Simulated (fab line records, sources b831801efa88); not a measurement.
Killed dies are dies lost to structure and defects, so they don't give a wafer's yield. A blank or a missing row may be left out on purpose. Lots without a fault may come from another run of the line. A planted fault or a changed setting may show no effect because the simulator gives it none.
Chamber matching | flow gf180mcu | GF_CONTACT_CVD_00 on hdpcvd-02: 3 sister chambers
The step deposits SiO2, target thk 300 nm, time 50 s. 6 wafers are shown with their chamber, then 7 later ones without.

WAFERS WITH THEIR CHAMBER
wafer  | chamber | susceptor_temp_C (C) | sih4_flow_sccm (sccm)
L589.4 | 1       | 399.77               | 59.92
L593.4 | 0       | 400.16               | 60.30
L595.1 | 1       | 399.91               | 59.98
L595.5 | 2       | 399.94               | 59.79
L596.1 | 2       | 400.28               | 60.15
L596.5 | 0       | 399.79               | 60.41

WAFERS WITHOUT THEIR CHAMBER
wafer  | susceptor_temp_C (C) | sih4_flow_sccm (sccm)
L596.6 | 400.34               | 60.08
L598.2 | 400.26               | 60.06
L598.4 | 399.82               | 59.86
L598.6 | 400.04               | 59.94
L608.4 | 399.66               | 59.77
L608.6 | 399.86               | 60.06
L609.3 | 400.16               | 59.83

WHICH CHAMBER EACH WENT THROUGH
wafer  | from the rows above          | in truth
L596.6 | can't be placed: 2 or 0 or 1 | 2
L598.2 | can't be placed: 2 or 1 or 0 | 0
L598.4 | can't be placed: 1 or 2      | 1
L598.6 | can't be placed: 2 or 1      | 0
L608.4 | can't be placed: 1 or 2      | 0
L608.6 | can't be placed: 1 or 2 or 0 | 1
L609.3 | can't be placed: 2 or 1      | 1
Placed correctly: 0 of 7. Can't be placed from these rows: 7 (the true chamber is among the candidates in 5). Placed wrongly: 0.
How it was worked out, from the rows above alone: a wafer's distance from a chamber is the root of the sum, over the readings, of the square of ((its reading less the chamber's mean) divided by the reading's scatter). The wafer belongs to the nearest chamber; if the next one is less than 2 further off, it can't be placed. A chamber's mean is the mean of its shown wafers. The scatter: the root of (the sum of the squares of (reading less its chamber's mean) over the shown wafers, divided by (wafers less chambers)).
